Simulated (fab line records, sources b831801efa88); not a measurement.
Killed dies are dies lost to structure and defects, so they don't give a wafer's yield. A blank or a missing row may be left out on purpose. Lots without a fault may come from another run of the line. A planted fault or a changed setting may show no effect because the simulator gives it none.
fab line records | flow sky130
record lots=6 wafers=17 last_day=50
route steps=708 shown VIA3@581
lots that met no fault: from a run of the same line without faults
start_h: hours from the record's first day to the start of the lot's first wafer shown | wait_h: hours since the lot's step before | " the same as in the row above | L1.1+2: a row that stands for several wafers | - no value, or no start given | * or withheld: withheld | < > ~ a bound
route shown NAME@n: a module of which the file shows steps, and the number in the route of the first | usual: mean/standard deviation of fault-free wafers | same: alike in all rows | chamber/n: place in a boat | sites: the reading at each site | _std_site: their standard deviation | _edge_site: outer sites' mean less inner sites' | radius_mm: how far each site lies from the wafer's centre | mask NAME#n: copy n | behind: the tool/chamber that last shaped the wafer | hold: why the lot was held/for how many hours/how that ended | device: the transistor (n, p or np) that didn't switch | end of line: the same wafers' tests at the end of the route | a step without rows: its recipe alone | killed: dies lost to structure and defects at the first sort, not the wafer's yield | map: a wafer's dies, x killed, . not, _ none there
set.NAME: the setting as run; set.NAME@STEP: as run at that earlier step | model.NAME: the simulator's own value behind a step, which no gauge read
lots at some steps of the route; a table a step, a row a wafer
services: from which hour (start_h, from the record's first day; less than 0 if before it) a tool's chamber was out of use, for how many hours, and why
## steps
# step SKY_VIA3_SOFTBAKE_08
# recipe temp_c=100 time_s=90 resist=KrF-thick
# step SKY_VIA3_EXPOSE_09
# recipe mask_id=VIM3 na=0.8 source_shape=annular sigma_inner=0.55 sigma_outer=0.85 target_cd_nm=200 dose_mj=38
# step SKY_VIA3_PEB_10
# recipe peb_temp_c=withheld peb_time_s=withheld resist=KrF-thick
# step SKY_VIA3_DEVELOP_11
# recipe develop_time_s=60 resist=KrF-thick dev_temp_c=21
# step SKY_VIA3_CD_MEAS_12
# recipe target_cd_nm=200
# usual cd_nm=200.7/1.5
# columns lot.wafer tool chamber start_h wait_h cd_nm
L868.1 cd_sem-02 - 969.95 - 199.6
L868.3 " - " " 200.4
L868.5 " - " " 200.3
L874.1 cd_sem-02 - 1008.62 - 198.9
L874.6 " - " " 199.6
L875.3 cd_sem-01 - 1020.16 - 201.4
L875.4 " - " " 200.6
L875.5 " - " " 200.5
L880.4 cd_sem-02 - 1055.71 - 200.3
L880.5 " - " " 200.5
L880.6 " - " " 201.4
L881.1 cd_sem-01 - 1066.87 - 200.3
L881.2 " - " " 199.4
L881.6 " - " " 199.8
L886.3 cd_sem-02 - 1081.39 - 201.5
L886.5 " - " " 201.2
L886.6 " - " " 202.3
# step SKY_VIA3_OVL_MEAS_13
# usual VIA3_OVL=-8/5.4
# columns lot.wafer tool chamber start_h wait_h VIA3_OVL[nm]
L868.1 overlay-01 - 970.07 0.1 -2
L868.3 " - " " -8
L868.5 " - " " 1
L874.1 overlay-02 - 1008.74 0.1 -10
L874.6 " - " " -15
L875.3 overlay-02 - 1020.25 0.1 -8
L875.4 " - " " -7
L875.5 " - " " -10
L880.4 overlay-02 - 1055.79 0.1 -2
L880.5 " - " " 0
L880.6 " - " " -5
L881.1 overlay-01 - 1066.99 0.1 -12
L881.2 " - " " -10
L881.6 " - " " -4
L886.3 overlay-02 - 1081.49 0.1 -16
L886.5 " - " " -14
L886.6 " - " " -12
# step SKY_VIA3_ETCH_14
# recipe chemistry=N2/H2 target=BARC ion_energy_ev=200 source_w=500 bias_w=100 pressure_mtorr=30 n2_flow_sccm=100 h2_flow_sccm=200 stop_on=SiO2 time_s=45.9 target_depth_a=600
# usual drypump_motor_current_A=5.6/0.44 oes_product_au=0.855/0.0045 rf_fwd_power_W=495.3/2 throttle_valve_pct=13.225/0.0097
# same time_s=45.9
# columns lot.wafer tool chamber start_h wait_h drypump_motor_current_A oes_product_au rf_fwd_power_W rf_hours_counter_h throttle_valve_pct
L868.1 rie_diel-04 2 970.11 0.0 5.6 0.855 492.5 17 13.223
L868.3 " 0 " " 5.5 0.858 495.8 19 13.221
L868.5 " 3 " " 6.5 0.851 494.7 - 13.225
L874.1 rie_diel-04 1 1008.77 0.0 5.2 0.860 497.2 20 13.229
L874.6 " 3 " " 6.5 0.856 494.3 - 13.212
L875.3 rie_diel-01 1 1020.27 0.0 5.7 0.855 494.5 7 13.219
L875.4 " 1 " " 5.6 0.855 495.7 - 13.245
L875.5 " 2 " " 5.2 0.853 497.2 - 13.207
L880.4 rie_diel-01 1 1055.81 0.0 5.7 0.850 493.8 8 13.228
L880.5 " 3 " " 6.2 0.857 497.3 - 13.216
L880.6 " 0 " " 5.4 0.856 496.3 - 13.234
L881.1 rie_diel-02 2 1067.02 0.0 6.5 0.844 496.4 8 13.233
L881.2 " 0 " " 5.5 0.859 496.3 13 13.224
L881.6 " 1 " " 5.6 0.848 497.9 - 13.232
L886.3 rie_diel-04 2 1081.51 0.0 5.6 0.860 494.3 22 13.215
L886.5 " 0 " " 5.5 0.852 498.6 - 13.219
L886.6 " 1 " " 5.1 0.859 496.3 - 13.229
# step SKY_VIA3_ETCH_15
# recipe target=SiO2 chemistry=C4F8/O2/Ar target_depth_nm=507 stop_on=TiN mask_material=KrF-thick source_w=1500 bias_w=1200 pressure_mtorr=40 c4f8_flow_sccm=withheld O2_flow_sccm=6 Ar_flow_sccm=300 time_s=78
# usual oes_product_au=0.946/0.0052 rf_fwd_power_W=1490/4.4
# same time_s=78
# columns lot.wafer tool chamber start_h wait_h oes_product_au rf_fwd_power_W rf_hours_counter_h
L868.1 rie_diel-04 2 970.15 0.0 0.951 1483 17
L868.3 " 0 " " 0.952 1488 19
L868.5 " 3 " " 0.947 1481 -
L874.1 rie_diel-04 1 1008.82 0.0 0.950 1497 20
L874.6 " 3 " " 0.945 1490 -
L875.3 rie_diel-01 1 1020.32 0.0 0.949 1480 7
L875.4 " 1 " " 0.945 1491 -
L875.5 " 2 " " 0.942 1494 -
L880.4 rie_diel-01 1 1055.85 0.0 0.951 1487 8
L880.5 " 3 " " 0.946 1494 -
L880.6 " 0 " " 0.935 1490 -
L881.1 rie_diel-02 2 1067.07 0.0 0.945 1490 8
L881.2 " 0 " " 0.946 1489 13
L881.6 " 1 " " 0.947 1488 -
L886.3 rie_diel-04 2 1081.55 0.0 0.941 1483 22
L886.5 " 0 " " 0.952 1491 -
L886.6 " 1 " " 0.939 1491 -
# step SKY_VIA3_STRIP_16
# recipe chemistry=O2/N2 power_w=1400 pressure_mtorr=1500 platen_temp_c=withheld o2_flow_sccm=3000 n2_flow_sccm=300 overash_fraction=0.5
# usual drypump_motor_current_A=5.50/0.3 oes_product_au=0.403/0.0044 strip_time_to_endpoint_s=4.140/0.022
# same overash_fraction=0.5
# columns lot.wafer tool chamber start_h wait_h drypump_motor_current_A oes_product_au rf_hours_counter_h strip_time_to_endpoint_s
L868.1 plasma_asher-04 0 970.21 0.0 5.84 0.395 86 4.154
L868.3 " 1 " " 5.33 0.410 - 4.138
L868.5 " 0 " " 5.84 0.400 - 4.116
L874.1 plasma_asher-01 1 1008.88 0.0 5.53 0.402 28 4.171
L874.6 " 0 " " 5.55 0.406 - 4.139
L875.3 plasma_asher-01 0 1020.41 0.1 5.56 0.396 - 4.151
L875.4 " 1 " " 5.53 0.407 - 4.137
L875.5 " 1 " " 5.55 0.405 - 4.155
L880.4 plasma_asher-04 1 1055.95 0.1 5.37 0.405 - 4.150
L880.5 " 1 " " 5.35 0.403 - 4.126
L880.6 " 0 " " 5.84 0.407 - 4.136
L881.1 plasma_asher-02 1 1067.13 0.0 4.73 0.409 0 4.147
L881.2 " 0 " " 5.80 0.401 0 4.143
L881.6 " 0 " " 5.81 0.403 - 4.129
L886.3 plasma_asher-01 0 1081.65 0.1 5.56 0.399 - 4.166
L886.5 " 1 " " 5.51 0.407 - 4.167
L886.6 " 0 " " 5.54 0.402 - 4.156
# step SKY_VIA3_STRIP_17
# recipe chemistry=post_etch_residue_remover time_s=1200 temp_c=72.5
# step SKY_VIA3_CLEAN_18
# recipe chemistry=IPA time_s=180 temp_c=25
# step SKY_VIA3_CLEAN_19
# recipe chemistry=O3/DIW dry=n2_spin
# step SKY_VIA3_SPUTTER_20
# recipe material=TiN target_thk_nm=20 chamber_pressure_pa=5 power_w=4000 time_s=80
# usual chamber_pressure_pa=5.001/0.012 throttle_valve_pct=30.2/0.89
# columns lot.wafer tool chamber start_h wait_h chamber_pressure_pa throttle_valve_pct model.TiN_of_VIA3_SPUTTER_20.thk_nm
L868.1 pvd_sputter-01 - 970.83 0.0 4.996 30.7 20.19
L868.3 " - " " 5.022 32.0 20.29
L868.5 " - " " 5.016 32.1 20.14
L874.1 pvd_sputter-01 - 1009.50 0.0 4.998 29.7 19.85
L874.6 " - " " 5.001 29.2 23.17
L875.3 pvd_sputter-01 - 1021.01 0.0 4.990 29.1 19.63
L875.4 " - " " 4.976 30.8 19.9
L875.5 " - " " 5.001 30.7 23.02
L880.4 pvd_sputter-02 - 1056.54 0.0 4.999 31.5 19.55
L880.5 " - " " 5.007 29.9 19.69
L880.6 " - " " 4.999 31.5 19.64
L881.1 pvd_sputter-04 - 1067.75 0.0 5.011 30.8 19.98
L881.2 " - " " 5.005 29.3 19.99
L881.6 " - " " 5.010 30.0 19.97
L886.3 pvd_sputter-02 - 1082.21 0.0 5.001 30.0 20.12
L886.5 " - " " 4.985 30.2 19.97
L886.6 " - " " 5.005 29.8 19.87
# step SKY_VIA3_CVD_21
# recipe material=W target_thk_nm=390 time_s=117.31 temp_c=400 pressure_torr=40
# usual heater_power_w=843/64
# same time_s=117.31
# columns lot.wafer tool chamber start_h wait_h heater_power_w
L868.1 cvd_w-02 1 970.90 0.0 883
L868.3 " 0 " " 755
L868.5 " 0 " " 768
L874.1 cvd_w-02 1 1009.56 0.0 915
L874.6 " 0 " " 753
L875.3 cvd_w-02 0 1021.11 0.1 748
L875.4 " 1 " " 910
L875.5 " 1 " " 907
L880.4 cvd_w-01 1 1056.64 0.1 891
L880.5 " 0 " " 817
L880.6 " 1 " " 888
L881.1 cvd_w-01 1 1067.81 0.0 906
L881.2 " 0 " " 832
L881.6 " 0 " " 828
L886.3 cvd_w-01 0 1082.31 0.1 826
L886.5 " 0 " " 812
L886.6 " 1 " " 900
## services
# columns tool chamber start_h hours kind
rie_diel-02 3 952.31 7.9 repair
plasma_asher-04 - 962.02 3.4 repair
pvd_sputter-04 - 963.20 8.8 repair
plasma_asher-02 - 984.34 15.6 pm
pvd_sputter-04 - 992.93 1.3 repair
plasma_asher-04 - 995.30 28.1 pm
plasma_asher-02 - 1010.77 29.0 pm
rie_diel-01 3 1018.48 4.0 repair
rie_diel-04 3 1030.07 - clean
rie_diel-04 3 1030.07 36.6 scheduled_down
rie_diel-04 3 1030.07 36.6 vent_cycle
plasma_asher-02 - 1039.74 2.8 pm
cvd_w-02 0 1043.97 16.5 repair
pvd_sputter-04 - 1049.80 10.7 repair
plasma_asher-02 - 1055.25 9.0 pm
plasma_asher-02 0 1055.25 9.0 vent_cycle
plasma_asher-02 1 1055.25 9.0 vent_cycle
plasma_asher-02 0 1064.25 - clean
plasma_asher-04 - 1064.37 37.5 pm
pvd_sputter-04 - 1066.53 0.6 repair
rie_diel-02 1 1071.83 - clean
rie_diel-02 1 1071.83 35.1 scheduled_down
rie_diel-02 1 1071.83 35.1 vent_cycle
cvd_w-02 - 1079.34 0.2 repair
## key
first_sign none at tools or gauges
model_effect step=SKY_VIA3_SPUTTER_20 value=TiN_of_VIA3_SPUTTER_20.thk_nm without=20.02 struck=23.1
met_at SKY_VIA3_SPUTTER_20
struck_wafers L874.6,L875.5
onset_between 970.83 1009.50
fault kind=process_parameter_drift tool=pvd_sputter-01 chamber=- onset_h=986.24 steps=SKY_VIA3_SPUTTER_20 channel=time_s offset=* shape=step end_h=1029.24 scope=struck_wafers_only acts_in=* stated=*
